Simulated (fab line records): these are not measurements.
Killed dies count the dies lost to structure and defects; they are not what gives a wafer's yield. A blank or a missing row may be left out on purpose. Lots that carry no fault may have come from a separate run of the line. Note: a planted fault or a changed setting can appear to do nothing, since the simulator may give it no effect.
The tool behind it: which one? -- flow sky130 -- 18 wafers from 6 lots sampled at 3 of the route's 708 steps

== WHAT THE GAUGES READ, wafer by wafer ==
SKY_VT_ADJUST_PCH_TW_MEAS_10.
lot,measured,on,VT_ADJUST_PCH_TW
L960,day 11 04:58,film-metro-02,173.3 172.8 173.1 173.3 173.5 172.5
L962,day 11 12:34,film-metro-04,143.9 144.2 143.6
L971,day 14 07:02,film-metro-03,140.2 140.6 141.3
L975,day 16 07:45,film-metro-02,144.7 143.6 144.6
L976,day 16 16:28,film-metro-02,144.1 143.9 144.1
L981,day 18 04:56,film-metro-02,143.7 143.2 144.0

== EACH LOT AND THE TOOL THAT RAN IT (in order: tool; ch and the chambers of the sampled wafers; start) ==
lot,SKY_VT_ADJUST_HVTR_STRIP_10,SKY_VT_ADJUST_PCH_IMPLANT_08
L960,"plasma-asher-01 ch 0,1, day 10 07:57","implanter-03 ch 0, day 11 04:23"
L962,"plasma-asher-03 ch 0,1, day 10 14:44","implanter-02 ch 0, day 11 12:19"
L971,"plasma-asher-04 ch 0,1, day 13 04:41","implanter-03 ch 0, day 14 06:47"
L975,"plasma-asher-01 ch 0,1, day 15 04:14","implanter-03 ch 0, day 16 07:33"
L976,"plasma-asher-03 ch 0, day 15 13:14","implanter-03 ch 0, day 16 16:13"
L981,"plasma-asher-04 ch 0,1, day 16 22:51","implanter-03 ch 0, day 18 04:42"
- SKY_VT_ADJUST_HVTR_STRIP_10: strips in O2/N2.
- SKY_VT_ADJUST_PCH_IMPLANT_08

== THE ANSWER, worked out from the rows above alone ==
Rule: usual is defined by the lots themselves. Put in order of their means at a reading, lots are off if they are a third of the lots or fewer, leave a main group of 4 or more, and stand apart from it by a gap of 3 or more times the standard deviation of the main group's means; of several such gaps the widest counts. Not used: any main group whose means are identical at the precision the tables above print for the reading. Also off: a lot with no number at a reading for which 4 or more lots have one. The other lots that the step has rows for count as sound.
Off: at SKY_VT_ADJUST_PCH_TW_MEAS_10 (VT_ADJUST_PCH_TW), L960. For the main group the mean is 143.3 and the standard deviation 1.3.
A tool fits if, at a process step before that reading, it ran every lot that is off, and no sound lot after the first of them. The gauges at SKY_VT_ADJUST_PCH_TW_MEAS_10 are tried like those tools. None of those tried fits.

== WHAT THE SIMULATOR HAD INSERTED ==
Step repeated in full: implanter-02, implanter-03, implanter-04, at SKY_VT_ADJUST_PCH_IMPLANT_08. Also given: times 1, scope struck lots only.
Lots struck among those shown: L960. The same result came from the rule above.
